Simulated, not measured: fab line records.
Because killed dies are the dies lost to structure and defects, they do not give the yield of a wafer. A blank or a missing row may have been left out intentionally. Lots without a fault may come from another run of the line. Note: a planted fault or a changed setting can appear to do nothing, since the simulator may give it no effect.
fab line records	flow gf180mcu	part 1 of 2: steps 1 to 32 of 41
[record] lots = 5	wafers = 15	lastDay = 32
route steps=602 shown M2@369 V2@382 M3@409
lots that met no fault: taken from a fault-free run of the same line
startH: hours from the record's first day to the start of the lot's first wafer shown	waitH: hours elapsed since this lot's preceding step	" as in the row above	L1.1+2: several wafers, shown together as one row	- no value present, or no start provided	* or withheld: withheld	< > ~ a bound
route shown NAME@n: names a module that has steps shown in the file, with the first one's number in the route	usual: mean/standard deviation of fault-free wafers	same: alike in all rows	chamber/n: place in a boat	sites: the reading at each site	_std_site: the values' standard deviation	_edge_site: mean of outer sites minus mean of inner sites	radiusMm: for every site, how far away it sits from the centre of the wafer	mask NAME#n: copy n	behind: the most recent tool/chamber to have shaped the wafer	hold: what put the lot on hold/how long, in hours/how the hold closed	device: the transistor (n, p or np) that didn't switch	end of line: the tests these same wafers got at the end of their route	a step given without rows: its recipe and nothing more	killed: at the first sort, the dies lost to defects and structure; wafer yield is something else	map: per-die view of a wafer (x killed, . not killed, _ where there is no die)
set.NAME: the setting as run; set.NAME@STEP: as run at that earlier step	model.NAME: the simulator's own value behind a step, which no gauge read
lots at selected steps of the route; one table per step, one row per wafer
services: from which hour (startH, from the record's first day; less than 0 if before it) a tool's chamber was out of use, for how many hours, and why
[[steps]]
[step GF_M2_DEHYDRATE_07]
[recipe] tempC = 200	timeS = 60
lot.wafer	tool	chamber	startH	waitH
L075.2+3+4	lithoTrack-04	0	431.92	11.7
L078.4+5+6	lithoTrack-03	0	465.95	11.9
L083.1+2+4	lithoTrack-03	0	508.48	11.6
L085.2+5+6	lithoTrack-04	0	529.22	10.2
L088.1+3+4	lithoTrack-02	0	561.74	10.5
[step GF_M2_HMDS_08]
[recipe] primeTimeS = 60	primeTempC = 120
lot.wafer	tool	chamber	startH	waitH
L075.2+3+4	lithoTrack-04	0	432.07	0.1
L078.4+5+6	lithoTrack-03	0	466.10	0.1
L083.1+2+4	lithoTrack-03	0	508.63	0.1
L085.2+5+6	lithoTrack-04	0	529.37	0.1
L088.1+3+4	lithoTrack-02	0	561.89	0.1
[step GF_M2_COAT_09]
[recipe] resist = KrF	spinRpm = withheld	resistThkNm = 1000
lot.wafer	tool	chamber	startH	waitH
L075.2+3+4	lithoTrack-04	0	432.22	0.1
L078.4+5+6	lithoTrack-03	0	466.25	0.1
L083.1+2+4	lithoTrack-03	0	508.78	0.1
L085.2+5+6	lithoTrack-04	0	529.52	0.1
L088.1+3+4	lithoTrack-02	0	562.04	0.1
[step GF_M2_SOFTBAKE_10]
[recipe] tempC = 130	timeS = 58.19	resist = KrF
lot.wafer	tool	chamber	startH	waitH
L075.2+3+4	lithoTrack-04	0	432.37	0.1
L078.4+5+6	lithoTrack-03	0	466.40	0.1
L083.1+2+4	lithoTrack-03	0	508.93	0.1
L085.2+5+6	lithoTrack-04	0	529.67	0.1
L088.1+3+4	lithoTrack-02	0	562.19	0.1
[step GF_M2_EXPOSE_11]
[recipe] maskId = Metal2	targetCdNm = 280	na = 0.68	sourceShape = conventional	sigmaOuter = 0.6	doseMj = 28
[same] na = 0.68
lot.wafer	tool	chamber	startH	waitH	mask
L075.2+3+4	krfScanner-01	0	-	-	Metal2#0
L078.4+5+6	krfScanner-02	0	-	-	Metal2#0
L083.1+2+4	krfScanner-01	0	-	-	Metal2#0
L085.2+5+6	krfScanner-02	0	-	-	Metal2#0
L088.1+3+4	krfScanner-02	0	-	-	Metal2#0
[step GF_M2_PEB_12]
[recipe] pebTempC = 135	pebTimeS = 90	resist = KrF
[same] pebTimeS = 90
lot.wafer	tool	chamber	startH	waitH
L075.2+3+4	lithoTrack-04	0	-	-
L078.4+5+6	lithoTrack-02	0	-	-
L083.1+2+4	lithoTrack-03	0	-	-
L085.2+5+6	lithoTrack-04	0	-	-
L088.1+3+4	lithoTrack-04	0	-	-
[step GF_M2_DEVELOP_13]
[recipe] developTimeS = 60	devTempC = 21
lot.wafer	tool	chamber	startH	waitH
L075.2+3+4	lithoTrack-04	0	444.37	0.2
L078.4+5+6	lithoTrack-02	0	478.32	0.1
L083.1+2+4	lithoTrack-03	0	520.03	0.2
L085.2+5+6	lithoTrack-04	0	541.17	0.2
L088.1+3+4	lithoTrack-04	0	573.14	0.2
[step GF_M2_CD_MEAS_14]
[recipe] targetCdNm = 280
[usual] cdNm = 280.0/1.1
lot.wafer	tool	chamber	startH	waitH	cdNm
L075.2	cdSem-01	-	444.51	0.1	280.6
L075.3	"	-	"	"	280.1
L075.4	"	-	"	"	281.5
L078.4	cdSem-02	-	478.46	0.1	280.5
L078.5	"	-	"	"	278.5
L078.6	"	-	"	"	280.4
L083.1	cdSem-01	-	520.18	0.1	281.2
L083.2	"	-	"	"	279.5
L083.4	"	-	"	"	280.1
L085.2	cdSem-01	-	541.31	0.1	277.8
L085.5	"	-	"	"	279.1
L085.6	"	-	"	"	278.8
L088.1	cdSem-02	-	573.29	0.1	279.9
L088.3	"	-	"	"	279.8
L088.4	"	-	"	"	279.8
[step GF_M2_OVL_MEAS_15]
[usual] M2_OVL = -1/5
lot.wafer	tool	chamber	startH	waitH	M2_OVL[nm]
L075.2	overlay-02	-	444.62	0.1	-8
L075.3	"	-	"	"	0
L075.4	"	-	"	"	-8
L078.4	overlay-02	-	478.53	0.1	-8
L078.5	"	-	"	"	3
L078.6	"	-	"	"	1
L083.1	overlay-02	-	520.30	0.1	-10
L083.2	"	-	"	"	-1
L083.4	"	-	"	"	-4
L085.2	overlay-01	-	541.42	0.1	-15
L085.5	"	-	"	"	-4
L085.6	"	-	"	"	-3
L088.1	overlay-02	-	573.41	0.1	-8
L088.3	"	-	"	"	-2
L088.4	"	-	"	"	2
[step GF_M2_METAL_ETCH_16]
[recipe] chemistry = Cl2/BCl3	maskMaterial = KrF	targetDepthNm = 750.8	stopOn = SiO2	pressureMtorr = 8	icpW = 800	biasW = 140	Cl2_flow_sccm = 80	bcl3FlowSccm = 40	timeS = 125.1
[usual] drypumpMotorCurrentA = 5.7/0.46	heBacksideLeakSccm = 3.20/0.28	mfcCl2Sccm = 79.98/0.25	oesProductAu = 0.991/0.0082	throttleValvePct = 28.230/0.012
lot.wafer	tool	chamber	startH	waitH	drypumpMotorCurrentA	heBacksideLeakSccm	mfcCl2Sccm	oesProductAu	rfHoursCounterH	throttleValvePct
L075.2	rieMetal-01	1	444.65	0.0	5.7	3.23	80.26	0.972	5.8	28.244
L075.3	"	0	"	"	5.6	3.21	80.01	0.975	-	28.262
L075.4	"	1	"	"	5.7	3.17	80.43	0.985	-	28.249
L078.4	rieMetal-03	0	478.59	0.1	5.4	3.15	80.01	0.998	-	28.219
L078.5	"	0	"	"	5.4	3.07	80.05	0.994	-	28.221
L078.6	"	1	"	"	4.9	3.50	80.03	0.994	-	28.218
L083.1	rieMetal-01	1	520.33	0.0	5.6	3.34	79.99	0.983	7.7	28.246
L083.2	"	0	"	"	5.6	3.03	79.77	0.971	8.8	28.235
L083.4	"	0	"	"	5.6	2.91	79.74	0.982	-	28.234
L085.2	rieMetal-04	0	541.45	0.0	6.2	3.26	80.06	1.002	10.4	28.227
L085.5	"	0	"	"	6.2	3.38	80.27	0.998	-	28.213
L085.6	"	1	"	"	6.0	3.17	79.95	0.991	-	28.235
L088.1	rieMetal-03	1	573.45	0.0	4.9	3.27	80.11	0.988	6.9	28.230
L088.3	"	0	"	"	5.4	3.01	79.57	1.007	-	28.222
L088.4	"	1	"	"	4.9	3.35	79.80	0.994	-	28.210
[step GF_M2_STRIP_17]
[recipe] chemistry = O2/N2	powerW = 1400	pressureMtorr = 1500	platenTempC = 250	o2FlowSccm = 3000	n2FlowSccm = 300	overashFraction = 0.5
[usual] drypumpMotorCurrentA = 5.6/0.39	heaterPowerW = 354/44	oesProductAu = 0.537/0.0051	stripTimeToEndpointS = 7.37/0.073
lot.wafer	tool	chamber	startH	waitH	drypumpMotorCurrentA	heaterPowerW	oesProductAu	rfHoursCounterH	stripTimeToEndpointS
L075.2	plasmaAsher-01	0	444.78	0.1	5.6	325	0.544	32	7.54
L075.3	"	1	"	"	5.1	402	0.542	-	7.55
L075.4	"	0	"	"	5.6	318	0.551	-	7.54
L078.4	plasmaAsher-03	0	478.71	0.1	5.5	350	0.533	-	7.36
L078.5	"	1	"	"	6.3	349	0.535	-	7.34
L078.6	"	0	"	"	5.5	364	0.530	-	7.38
L083.1	plasmaAsher-02	1	520.46	0.1	5.6	262	0.536	9	7.42
L083.2	"	0	"	"	5.6	341	0.545	9	7.41
L083.4	"	0	"	"	5.6	343	0.538	-	7.44
L085.2	plasmaAsher-01	1	541.58	0.1	5.1	428	0.530	41	7.22
L085.5	"	1	"	"	5.1	407	0.524	-	7.21
L085.6	"	0	"	"	5.6	326	0.531	-	7.38
L088.1	plasmaAsher-03	1	573.58	0.1	6.3	352	0.541	80	7.37
L088.3	"	1	"	"	6.3	347	0.545	-	7.37
L088.4	"	0	"	"	5.5	355	0.536	-	7.33
[step GF_M2_STRIP_18]
[recipe] chemistry = postEtchResidueRemover	timeS = 1200	tempC = 72.5
[usual] bathGuardTempC = 72.8/0.44
lot.wafer	tool	chamber	startH	waitH	bathGuardTempC
L075.2	wetBench-02	3	444.88	0.1	72.4
L075.3	"	3	"	"	72.5
L075.4	"	3	"	"	72.6
L078.4	wetBench-03	0	478.78	0.0	73.1
L078.5	"	0	"	"	73.6
L078.6	"	0	"	"	73.6
L083.1	wetBench-03	2	520.56	0.1	72.8
L083.2	"	2	"	"	72.8
L083.4	"	2	"	"	72.5
L085.2	wetBench-03	0	541.68	0.1	73.3
L085.5	"	0	"	"	73.8
L085.6	"	0	"	"	73.4
L088.1	wetBench-03	3	573.68	0.1	72.7
L088.3	"	3	"	"	72.9
L088.4	"	3	"	"	72.6
[step GF_M2_CLEAN_19]
[recipe] chemistry = DIW	dry = n2Spin
lot.wafer	tool	chamber	startH	waitH
L075.2+3+4	wetBench-01	0	445.22	0.0
L078.4+5+6	wetBench-02	0	479.15	0.0
L083.1+2+4	wetBench-02	3	520.94	0.0
L085.2+5+6	wetBench-01	0	542.02	0.0
L088.1+3+4	wetBench-03	3	574.02	0.0
[step GF_V2_CVD_00]
[recipe] material = SiO2	targetThkNm = 600	sigmaOpenFrac = 0.3	tempC = 400	timeS = 100	sih4FlowSccm = 60	pressureMtorr = 6
[usual] pressureMtorr = 6.000/0.013
lot.wafer	tool	chamber	startH	waitH	pressureMtorr
L075.2	hdpcvd-01	1	445.31	0.0	6.020
L075.3	"	2	"	"	6.012
L075.4	"	2	"	"	6.032
L078.4	hdpcvd-02	2	479.29	0.0	5.992
L078.5	"	1	"	"	6.029
L078.6	"	0	"	"	6.014
L083.1	hdpcvd-02	2	521.03	0.0	6.016
L083.2	"	1	"	"	6.001
L083.4	"	1	"	"	5.987
L085.2	hdpcvd-01	0	542.11	0.0	6.029
L085.5	"	1	"	"	5.979
L085.6	"	2	"	"	5.998
L088.1	hdpcvd-01	2	574.11	0.0	5.991
L088.3	"	1	"	"	5.994
L088.4	"	1	"	"	5.994
[step GF_V2_THK_MEAS_01]
[recipe] reads = SiO2_of_V2_CVD_00
[usual] V2_CVD_00_THK = 597/9.5
lot.wafer	tool	chamber	startH	waitH	V2_CVD_00_THK[nm]
L075.2	filmMetro-03	-	445.39	0.0	586
L075.3	"	-	"	"	604
L075.4	"	-	"	"	603
L078.4	filmMetro-03	-	479.36	0.0	591
L078.5	"	-	"	"	598
L078.6	"	-	"	"	584
L083.1	filmMetro-01	-	521.10	0.0	591
L083.2	"	-	"	"	603
L083.4	"	-	"	"	597
L085.2	filmMetro-03	-	542.19	0.0	583
L085.5	"	-	"	"	581
L085.6	"	-	"	"	591
L088.1	filmMetro-02	-	574.18	0.0	594
L088.3	"	-	"	"	574
L088.4	"	-	"	"	586
[step GF_V2_CVD_02]
[recipe] material = SiO2	targetThkNm = 850	precursor = TEOS	tempC = 400	timeS = 94.851	rfW = 600
[usual] heaterPowerW = 661/80
lot.wafer	tool	chamber	startH	waitH	heaterPowerW
L075.2	pecvd-02	2	445.44	0.0	689
L075.3	"	1	"	"	743
L075.4	"	2	"	"	546
L078.4	pecvd-04	0	479.42	0.1	765
L078.5	"	2	"	"	497
L078.6	"	1	"	"	705
L083.1	pecvd-04	0	521.16	0.1	689
L083.2	"	2	"	"	608
L083.4	"	1	"	"	674
L085.2	pecvd-02	2	542.24	0.0	624
L085.5	"	1	"	"	794
L085.6	"	2	"	"	672
L088.1	pecvd-04	0	574.24	0.1	730
L088.3	"	1	"	"	655
L088.4	"	1	"	"	695
[step GF_V2_THK_MEAS_03]
[recipe] reads = SiO2_of_V2_CVD_02
[usual] V2_CVD_02_THK = 848/14
lot.wafer	tool	chamber	startH	waitH	V2_CVD_02_THK[nm]
L075.2	filmMetro-01	-	445.52	0.0	827
L075.3	"	-	"	"	849
L075.4	"	-	"	"	831
L078.4	filmMetro-02	-	479.49	0.0	859
L078.5	"	-	"	"	854
L078.6	"	-	"	"	836
L083.1	filmMetro-02	-	521.23	0.0	870
L083.2	"	-	"	"	850
L083.4	"	-	"	"	851
L085.2	filmMetro-01	-	542.32	0.0	836
L085.5	"	-	"	"	859
L085.6	"	-	"	"	848
L088.1	filmMetro-03	-	574.31	0.0	855
L088.3	"	-	"	"	844
L088.4	"	-	"	"	853
[step GF_V2_CMP_04]
[recipe] material = SiO2	downForcePsi = 4	platenRpm = 60	padVelocityMS = 0.94248
[usual] motorCurrentA = 12.3/1	slurryFilterDpKPa = 13.50/0.14	timeToEndpointS = 77/7
lot.wafer	tool	chamber	startH	waitH	motorCurrentA	slurryFilterDpKPa	timeToEndpointS
L075.2	cmp-02	1	445.57	0.0	13.8	13.45	61
L075.3	"	2	"	"	11.8	13.36	80
L075.4	"	3	"	"	11.2	13.57	69
L078.4	cmp-02	2	479.63	0.1	11.8	13.32	87
L078.5	"	1	"	"	13.8	13.26	74
L078.6	"	2	"	"	11.9	13.41	76
L083.4	cmp-01	3	521.29	0.0	12.1	13.40	81
L083.2	"	0	"	"	11.5	13.29	87
L083.1	"	1	"	"	12.9	13.40	89
L085.2	cmp-02	1	542.37	0.0	13.9	13.40	65
L085.6	"	1	"	"	14.2	13.22	68
L085.5	"	2	"	"	12.5	13.61	80
L088.3	cmp-02	0	574.53	0.2	13.0	13.29	76
L088.4	"	1	"	"	14.5	13.37	70
L088.1	"	3	"	"	11.5	13.53	72
[step GF_V2_BOW_MEAS_05]
[recipe] mode = bow
[usual] V2_BOW = 100/7.7
lot.wafer	tool	chamber	startH	waitH	V2_BOW[um]
L075.2	filmMetro-01	-	445.89	0.3	101
L075.3	"	-	"	"	100
L075.4	"	-	"	"	102
L078.4	filmMetro-03	-	479.94	0.3	105
L078.5	"	-	"	"	108
L078.6	"	-	"	"	103
L083.1	filmMetro-01	-	521.59	0.1	112
L083.2	"	-	"	"	108
L083.4	"	-	"	"	106
L085.2	filmMetro-02	-	542.69	0.3	107
L085.5	"	-	"	"	106
L085.6	"	-	"	"	107
L088.1	filmMetro-01	-	574.83	0.1	106
L088.3	"	-	"	"	109
L088.4	"	-	"	"	105
[step GF_V2_DEHYDRATE_06]
[recipe] tempC = 200	timeS = 60
lot.wafer	tool	chamber	startH	waitH
L075.2+3+4	lithoTrack-01	0	457.68	11.8
L078.4+5+6	lithoTrack-01	0	491.57	11.6
L083.1+2+4	lithoTrack-03	0	532.63	11.0
L085.2+5+6	lithoTrack-01	0	553.32	10.6
L088.1+3+4	lithoTrack-03	0	585.08	10.2
[step GF_V2_HMDS_07]
[recipe] primeTimeS = 60	primeTempC = 120
lot.wafer	tool	chamber	startH	waitH
L075.2+3+4	lithoTrack-01	0	457.83	0.1
L078.4+5+6	lithoTrack-01	0	491.72	0.1
L083.1+2+4	lithoTrack-03	0	532.78	0.1
L085.2+5+6	lithoTrack-01	0	553.47	0.1
L088.1+3+4	lithoTrack-03	0	585.23	0.1
[step GF_V2_COAT_08]
[recipe] resist = BARC	tempC = withheld	timeS = withheld	spinRpm = withheld	resistThkNm = withheld
lot.wafer	tool	chamber	startH	waitH
L075.2+3+4	lithoTrack-01	0	457.98	0.1
L078.4+5+6	lithoTrack-01	0	491.87	0.1
L083.1+2+4	lithoTrack-03	0	532.93	0.1
L085.2+5+6	lithoTrack-01	0	553.62	0.1
L088.1+3+4	lithoTrack-03	0	585.38	0.1
[step GF_V2_COAT_09]
[recipe] resist = KrF	spinRpm = withheld	resistThkNm = 1000
lot.wafer	tool	chamber	startH	waitH
L075.2+3+4	lithoTrack-01	0	-	-
L078.4+5+6	lithoTrack-01	0	-	-
L083.1+2+4	lithoTrack-03	0	-	-
L085.2+5+6	lithoTrack-01	0	-	-
L088.1+3+4	lithoTrack-03	0	-	-
[step GF_V2_SOFTBAKE_10]
[recipe] tempC = 130	timeS = 60	resist = KrF
lot.wafer	tool	chamber	startH	waitH
L075.2+3+4	lithoTrack-01	0	-	-
L078.4+5+6	lithoTrack-01	0	-	-
L083.1+2+4	lithoTrack-03	0	-	-
L085.2+5+6	lithoTrack-01	0	-	-
L088.1+3+4	lithoTrack-03	0	-	-
[step GF_V2_EXPOSE_11]
[recipe] maskId = Via2	targetCdNm = 260	na = 0.68	sourceShape = conventional	sigmaOuter = 0.6	doseMj = 38
[same] na = 0.68
lot.wafer	tool	chamber	startH	waitH	mask
L075.2+3+4	krfScanner-02	0	-	-	Via2#0
L078.4+5+6	krfScanner-02	0	-	-	Via2#0
L083.1+2+4	krfScanner-01	0	-	-	Via2#0
L085.2+5+6	krfScanner-02	0	-	-	Via2#0
L088.1+3+4	krfScanner-01	0	-	-	Via2#0
[step GF_V2_PEB_12]
[recipe] pebTempC = 135	pebTimeS = 90	resist = KrF
[same] pebTimeS = 90
lot.wafer	tool	chamber	startH	waitH
L075.2+3+4	lithoTrack-03	0	-	-
L078.4+5+6	lithoTrack-01	0	-	-
L083.1+2+4	lithoTrack-03	0	-	-
L085.2+5+6	lithoTrack-02	0	-	-
L088.1+3+4	lithoTrack-03	0	-	-
[step GF_V2_DEVELOP_13]
[recipe] developTimeS = 60	resist = KrF	devTempC = 21
lot.wafer	tool	chamber	startH	waitH
L075.2+3+4	lithoTrack-03	0	470.60	0.2
L078.4+5+6	lithoTrack-01	0	503.62	0.1
L083.1+2+4	lithoTrack-03	0	544.68	0.2
L085.2+5+6	lithoTrack-02	0	564.72	0.2
L088.1+3+4	lithoTrack-03	0	596.73	0.2
[step GF_V2_CD_MEAS_14]
[recipe] targetCdNm = 260
[usual] cdNm = 260.1/1.1
lot.wafer	tool	chamber	startH	waitH	cdNm
L075.2	cdSem-01	-	470.75	0.1	261.2
L075.3	"	-	"	"	261.5
L075.4	"	-	"	"	260.8
L078.4	cdSem-02	-	503.76	0.1	260.9
L078.5	"	-	"	"	260.0
L078.6	"	-	"	"	259.9
L083.1	cdSem-02	-	544.83	0.1	260.0
L083.2	"	-	"	"	259.6
L083.4	"	-	"	"	260.4
L085.2	cdSem-01	-	564.86	0.1	259.6
L085.5	"	-	"	"	259.0
L085.6	"	-	"	"	259.6
L088.1	cdSem-01	-	596.88	0.1	260.0
L088.3	"	-	"	"	259.1
L088.4	"	-	"	"	259.0
[step GF_V2_OVL_MEAS_15]
[usual] V2_OVL = -2/5.2
lot.wafer	tool	chamber	startH	waitH	V2_OVL[nm]
L075.2	overlay-02	-	470.86	0.1	3
L075.3	"	-	"	"	-2
L075.4	"	-	"	"	10
L078.4	overlay-01	-	503.84	0.1	-2
L078.5	"	-	"	"	-3
L078.6	"	-	"	"	-1
L083.1	overlay-02	-	544.95	0.1	2
L083.2	"	-	"	"	4
L083.4	"	-	"	"	5
L085.2	overlay-01	-	564.97	0.1	0
L085.5	"	-	"	"	-5
L085.6	"	-	"	"	-11
L088.1	overlay-01	-	597.00	0.1	-4
L088.3	"	-	"	"	-12
L088.4	"	-	"	"	-1
[step GF_V2_ETCH_16]
[recipe] chemistry = N2/H2	targetDepthA = withheld	overetchA = withheld	timeS = withheld	target = BARC	ionEnergyEv = 200	sourceW = 500	biasW = 100	pressureMtorr = 30	n2FlowSccm = 100	h2FlowSccm = 200
[usual] drypumpMotorCurrentA = 5.6/0.36	oesProductAu = 0.854/0.0046	throttleValvePct = 13.224/0.0091
lot.wafer	tool	chamber	startH	waitH	drypumpMotorCurrentA	oesProductAu	throttleValvePct
L075.2	rieDiel-04	3	470.89	0.0	5.5	0.859	13.217
L075.3	"	2	"	"	5.9	0.850	13.240
L075.4	"	3	"	"	5.5	0.846	13.206
L078.4	rieDiel-04	1	503.86	0.0	6.4	0.855	13.211
L078.5	"	1	"	"	6.3	0.849	13.213
L078.6	"	0	"	"	5.5	0.859	13.216
L083.1	rieDiel-01	2	544.98	0.0	5.5	0.863	13.224
L083.2	"	1	"	"	5.6	0.855	13.231
L083.4	"	3	"	"	5.8	0.857	13.220
L085.2	rieDiel-02	3	565.00	0.0	4.7	0.847	13.229
L085.5	"	0	"	"	6.0	0.861	13.218
L085.6	"	1	"	"	5.7	0.858	13.204
L088.1	rieDiel-02	0	597.03	0.0	6.0	0.848	13.220
L088.3	"	2	"	"	5.5	0.853	13.216
L088.4	"	3	"	"	4.8	0.852	13.222
[step GF_V2_ETCH_17]
[recipe] chemistry = C4F8/O2/Ar	maskMaterial = KrF	target = SiO2	stopOn = TiN	sourceW = 1500	biasW = 1200	pressureMtorr = 40	c4f8FlowSccm = withheld	O2_flow_sccm = 6	Ar_flow_sccm = 300	timeS = withheld	targetDepthA = 6300
[usual] oesProductAu = 0.856/0.0049
lot.wafer	tool	chamber	startH	waitH	oesProductAu
L075.2	rieDiel-04	3	-	-	0.857
L075.3	"	2	"	"	0.857
L075.4	"	3	"	"	0.853
L078.4	rieDiel-04	1	-	-	0.858
L078.5	"	1	"	"	0.850
L078.6	"	0	"	"	0.857
L083.1	rieDiel-01	2	-	-	0.852
L083.2	"	1	"	"	0.856
L083.4	"	3	"	"	0.860
L085.2	rieDiel-02	3	-	-	0.847
L085.5	"	0	"	"	0.866
L085.6	"	1	"	"	0.861
L088.1	rieDiel-02	0	-	-	0.851
L088.3	"	2	"	"	0.862
L088.4	"	3	"	"	0.851
[step GF_V2_STRIP_18]
[recipe] chemistry = O2/N2	powerW = 1400	pressureMtorr = 1500	platenTempC = 250	o2FlowSccm = 3000	n2FlowSccm = 300	overashFraction = 0.5
[usual] drypumpMotorCurrentA = 5.7/0.4	heaterPowerW = 362/21	oesProductAu = 0.593/0.0048
lot.wafer	tool	chamber	startH	waitH	drypumpMotorCurrentA	heaterPowerW	oesProductAu	rfHoursCounterH
L075.2	plasmaAsher-04	1	471.01	-	5.9	357	0.587	83
L075.3	"	1	"	"	5.9	368	0.586	-
L075.4	"	0	"	"	5.5	356	0.591	-
L078.4	plasmaAsher-01	1	504.02	-	5.1	416	0.602	-
L078.5	"	1	"	"	5.1	413	0.597	-
L078.6	"	0	"	"	5.6	334	0.596	-
L083.1	plasmaAsher-03	0	545.11	-	5.5	360	0.588	77
L083.2	"	1	"	"	6.3	353	0.600	77
L083.4	"	0	"	"	5.5	349	0.598	-
L085.2	plasmaAsher-04	0	565.13	-	5.5	354	0.591	93
L085.5	"	1	"	"	5.9	363	0.605	-
L085.6	"	0	"	"	5.5	356	0.591	-
L088.1	plasmaAsher-01	0	597.16	-	5.6	335	0.590	47
L088.3	"	0	"	"	5.6	332	0.602	-
L088.4	"	1	"	"	5.1	408	0.600	-
